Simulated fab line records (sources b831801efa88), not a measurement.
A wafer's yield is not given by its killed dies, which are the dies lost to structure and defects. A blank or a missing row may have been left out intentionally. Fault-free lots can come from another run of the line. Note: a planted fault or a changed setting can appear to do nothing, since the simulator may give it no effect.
Problem report, 8D (eight disciplines) form, completed by code -- flow sky130 -- the parts of the form that need people (team, actions taken, sign-off) are left out

## 1. WHAT IS WRONG
NWELL_2_TW at SKY_NWELL_TW_MEAS_26 reads a mean of 30.5 on 3 wafers of 1 lot; wafers without a fault read 499.7 with a standard deviation of 2.8. That is -99 or more standard deviations from the usual mean.
The first sign was on wafer L443.1 at day 7 14:20, on film metro-02. The record holds 39 wafers of 13 lots with a number at this step. The rule behind "out" and "out of limits": a value lying over 4 standard deviations away from the usual mean. The other wafers with a number count as sound.

## 2. WHAT IT IS, WHAT IT ISN'T
question,is,is not
which readings at this step,NWELL_2_TW,-
which lots,L443,"L434, L435, L437, L440, L441, L450, L451, L452, L453, L454, L456, L457"
which wafers of those lots,all that have a number,-
read on which gauges,film metro-02,"film metro-01, film metro-04"
when,from day 7 14:20,"up to then (15 sound wafers); but 21 sound wafers of L450, L451, L452, L453, L454, L456, L457 came after"

## 3. WHAT RULES OUT EACH SUSPECT
Counting: any tool at a process step up to the reading is kept as a suspect provided that every lot that is out went through it and no sound lot did after the first of them.
- the gauge at SKY_NWELL_TW_MEAS_26: ruled out. All the wafers that are out were read on film metro-02, but those of them that SKY_NWELL_STRIP_14 has rows for are out there too, on other tools.
- plasma asher-03 at SKY_NWELL_STRIP_14 (strips in O2/N2): ruled out as a lasting fault. Following L443 (day 6 19:19), the first lot on it that is out, the sound lots L452, L456, L457 were run on it.
- plasma asher-02 at SKY_NWELL_STRIP_25 (strips in O2/N2): ruled out as a lasting fault. Following L443 (day 7 14:14), the first lot on it that is out, the sound lots L450, L451 were run on it.
Left after counting: nothing in the record.

## 4. THE CAUSE (what the simulator had put in)
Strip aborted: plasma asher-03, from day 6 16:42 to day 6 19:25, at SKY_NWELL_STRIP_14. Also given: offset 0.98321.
It was ruled out by counting, in error; the rule expects a fault to strike all lots run on its tool from its start on, and this fault did not.

## 5. THE CHAIN OF EFFECTS, in route order
Each row: a reading whose mean over the struck wafers that have a number lies more than 3 standard deviations from the usual. Only readings for which the record gives a usual standard deviation are gone through. hours: the time from each lot's start at the first step in this table that gives one to its start at this step, as a median over the lots. sigmas: the change in usual standard deviations.
hours,step,reading,usual,on struck wafers,change,sigmas
0,SKY_NWELL_STRIP_14,oes product au,0.723 a.u.,0.881,+0.158,+33
19,SKY_NWELL_STRIP_25,strip time to endpoint s,36.91 s,72.26,+35.35,+99 or more
19,SKY_NWELL_TW_MEAS_26,NWELL_2_TW,499.7,30.5,-469.2,-99 or more
The process steps in it:
- SKY_NWELL_STRIP_14: strips in O2/N2.
- SKY_NWELL_STRIP_25: strips in O2/N2.
Readings that are blank on the struck wafers while sound wafers have them: strip time to endpoint s at SKY_NWELL_STRIP_14.
Later steps that measure or inspect, where all struck wafers having a row at the step show a number for every such reading and not one has moved that far: SKY_NWELL_RS_MEAS_31, SKY_VT_ADJUST_HVTP_OVL_MEAS_08, SKY_VT_ADJUST_NCORE_CD_MEAS_07.

## 6. WHAT WOULD HAVE CAUGHT IT SOONER
Counted from the fault's start at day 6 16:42, it took 22 hours until the first out-of-limits reading at a measuring or inspecting step in this record, taken at day 7 14:20.
At SKY_NWELL_STRIP_14, the tool's own readings (oes product au) were out on each struck wafer the step has a row for, so an alarm limit on them would have fired on the first such wafer.
